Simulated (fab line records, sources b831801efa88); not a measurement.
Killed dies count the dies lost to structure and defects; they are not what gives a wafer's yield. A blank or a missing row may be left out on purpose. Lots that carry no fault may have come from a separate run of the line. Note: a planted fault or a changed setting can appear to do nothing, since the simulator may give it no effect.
Chamber matching -- flow gf180mcu -- 4 sister chambers for GF_V3_CMP_26 on cmp-01
The step polishes, stops on SiO2, t overpolish 15 s, target thk 0 nm. 4 wafers are shown with their chamber, then 11 later ones without.

== EACH WAFER AND ITS CHAMBER ==
wafer,chamber,motor current A (A)
L088.5,2,10.6
L089.3,1,11.8
L090.5,3,9.7
L093.3,0,9.9

== WAFERS WITH NO CHAMBER GIVEN ==
wafer,motor current A (A)
L093.5,9.8
L093.6,12.3
L094.1,10.2
L094.2,10.8
L094.6,12.1
L096.2,10.9
L096.3,8.8
L096.4,10.2
L097.1,9.8
L097.5,12.4
L097.6,10.7

== EACH ONE'S CHAMBER ==
wafer,from the rows above,in truth
L093.5,can't be placed: 0 or 3 or 2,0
L093.6,1,1
L094.1,can't be placed: 0 or 2 or 3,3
L094.2,can't be placed: 2 or 0 or 1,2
L094.6,1,1
L096.2,can't be placed: 2 or 1 or 0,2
L096.3,can't be placed: 3 or 0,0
L096.4,can't be placed: 0 or 2 or 3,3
L097.1,can't be placed: 0 or 3 or 2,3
L097.5,1,1
L097.6,can't be placed: 2 or 0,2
Correct placement for 3 of the 11. Can't be placed from these rows: 8 (the true chamber is among the candidates in 8). Number placed wrongly: 0.
How it was worked out, from the rows above alone: a wafer's distance from a chamber is the root of the sum, over the readings, of the square of ((its reading less the chamber's mean) divided by the reading's scatter). The wafer belongs to the nearest chamber; if the next one is less than 2 further off, it can't be placed. For every chamber, the mean is computed from those of its wafers that are shown. The scatter (one wafer shown for each chamber): square how far every hidden wafer sits from the nearest shown wafer, average those squares and take the square root.
